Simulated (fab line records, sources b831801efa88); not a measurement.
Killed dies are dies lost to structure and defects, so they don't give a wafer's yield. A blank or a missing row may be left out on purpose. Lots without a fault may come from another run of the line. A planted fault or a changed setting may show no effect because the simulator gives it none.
A struck lot beside a sound one | flow gf180mcu | 29 steps out of a route of 602
Sound: wafers L444.3, L444.5, L444.6. Struck: wafer L432.3. (L432.1, L432.2 of the same lot were not struck and are left out.) The cause comes at the end.
At each step with rows: each side's tool, then ch and its chambers, then its first start. Under that, the readings that differ: sound wafers | struck wafers | difference of the means | sigmas: that difference in standard deviations of wafers without a fault.
alike: readings whose means differ by less than 2 such deviations, and words and numbers that are the same on both sides. not compared: withheld readings, readings that some wafer has no value for, bounds like >300 that may hide the same value, and numbers for which the record gives no deviation and whose values overlap.
The two part at a step that has a row with sigmas, a row that says differs or no value, or rows on one side only. Numbers that don't overlap but have no deviation are shown without sigmas and don't part them. A reading that every wafer of one side lacks parts them only if that side has two wafers or more.

first, 3 steps without rows for these wafers: GF_V5_STRIP_19 (strips in post etch residue remover, time 1200 s); GF_V5_CLEAN_20 (cleans in DIW); GF_V5_SPUTTER_21 (material Ti, target thk 15 nm, time 80.02 s).
GF_V5_SPUTTER_22: material TiN, target thk 10 nm, time 40 s.
  sound on pvd_sputter-02, day 32 23:39; struck on pvd_sputter-02, day 29 05:53
  reading                | sound          | struck | difference | sigmas
  throttle_valve_pct (%) | 30.4 30.8 33.0 | 29.1   | -2.3       | -2
then, 1 step without rows for these wafers: GF_V5_CVD_23 (deposits W, target thk 350 nm, time 104.9 s).
GF_V5_RS_MEAS_24: measures by four-point-probe.
  sound on film_metro-01, day 32 23:50; struck on film_metro-03, day 29 06:02
  alike: V5_W_RS
GF_V5_THK_MEAS_25: measures by xrf.
  sound on film_metro-01, day 32 23:56; struck on film_metro-03, day 29 06:09
  alike: V5_W_THK
then, 1 step without rows for these wafers: GF_V5_CMP_26 (polishes, stops on SiO2, t overpolish 15 s, target thk 0 nm).
GF_TOP_METAL_SPUTTER_00: material Ti, target thk 37.5 nm, time 150 s.
  sound on pvd_sputter-03, day 33 00:17; struck on pvd_sputter-03, day 29 06:31
  alike: throttle_valve_pct
GF_TOP_METAL_SPUTTER_01: material TiN, target thk 30 nm, time 25 s.
  sound on pvd_sputter-03, day 33 00:23; struck on pvd_sputter-03, day 29 06:37
  alike: throttle_valve_pct
then, 1 step without rows for these wafers: GF_TOP_METAL_SPUTTER_02 (material AlCu, target thk 900 nm, time 47.82 s).
GF_TOP_METAL_SPUTTER_03: material Ti, target thk 5 nm, time 3.3 s.
  sound on pvd_sputter-03, day 33 00:28; struck on pvd_sputter-03, day 29 06:41
  alike: throttle_valve_pct
GF_TOP_METAL_SPUTTER_04: material TiN, target thk 25 nm, time 20.8 s.
  sound on pvd_sputter-03, day 33 00:29; struck on pvd_sputter-03, day 29 06:42
  reading                                       | sound             | struck | difference | sigmas
  model.TiN_of_TOP_METAL_SPUTTER_04.thk_nm (nm) | 25.66 25.22 25.34 | 37.63  | +12.22     |
  alike: throttle_valve_pct
GF_TOP_METAL_RS_MEAS_05: measures by four-point-probe.
  sound on film_metro-01, day 33 00:32; struck on film_metro-02, day 29 06:44
  alike: TOP_METAL_ALCU_RS
GF_TOP_METAL_THK_MEAS_06: measures by xrf.
  sound on film_metro-01, day 33 00:38; struck on film_metro-02, day 29 06:51
  reading                 | sound       | struck | difference | sigmas
  TOP_METAL_ALCU_THK (nm) | 946 940 949 | 919    | -26        | -2
then, 7 steps without rows for these wafers: GF_TOP_METAL_DEHYDRATE_07 (time 60 s); GF_TOP_METAL_HMDS_08 (prime time 60 s); GF_TOP_METAL_COAT_09 (resist thk 1500 nm); GF_TOP_METAL_SOFTBAKE_10 (time 60 s); GF_TOP_METAL_EXPOSE_11 (exposes mask MetalTop, target cd 440 nm); GF_TOP_METAL_PEB_12; GF_TOP_METAL_DEVELOP_13 (develop time 60 s).
GF_TOP_METAL_CD_MEAS_14: target cd 440 nm.
  sound on cd_sem-02, day 33 16:34; struck on cd_sem-02, day 30 00:31
  alike: cd_nm
GF_TOP_METAL_OVL_MEAS_15:
  sound on overlay-02, day 33 16:40; struck on overlay-01, day 30 00:38
  alike: TOP_METAL_OVL
then, 1 step without rows for these wafers: GF_TOP_METAL_METAL_ETCH_16 (etches the open film in Cl2/BCl3, stops on SiO2, target depth 1197 nm, time 199.5 s).
GF_TOP_METAL_STRIP_17: strips in O2/N2.
  sound on plasma_asher-02 ch 0,1, day 33 16:55; struck on plasma_asher-04 ch 1, day 30 00:52
  alike: drypump_motor_current_A, heater_power_w, oes_product_au, strip_time_to_endpoint_s
  not compared: rf_hours_counter_h
GF_TOP_METAL_STRIP_18: strips in post etch residue remover, time 1200 s.
  sound on wet_bench-02 ch 1, day 33 16:59; struck on wet_bench-01 ch 2, day 30 00:58
  reading                                       | sound            | struck | difference | sigmas
  model.TiN_of_TOP_METAL_SPUTTER_04.thk_nm (nm) | 25.24 24.8 24.93 | 37.2   | +12.2      |
  alike: bath_guard_temp_C, bath_heat_duty_pct
then, 2 steps without rows for these wafers: GF_TOP_METAL_CLEAN_19 (cleans in DIW); GF_PASSIVATION_PROBE_99.

WHERE THEY PART
First at GF_V5_SPUTTER_22; last, within this record, at GF_TOP_METAL_THK_MEAS_06. Later steps at which nothing parts them and some readings are alike: GF_TOP_METAL_CD_MEAS_14, GF_TOP_METAL_OVL_MEAS_15, GF_TOP_METAL_STRIP_17, GF_TOP_METAL_STRIP_18.

WHY: what the simulator had put in
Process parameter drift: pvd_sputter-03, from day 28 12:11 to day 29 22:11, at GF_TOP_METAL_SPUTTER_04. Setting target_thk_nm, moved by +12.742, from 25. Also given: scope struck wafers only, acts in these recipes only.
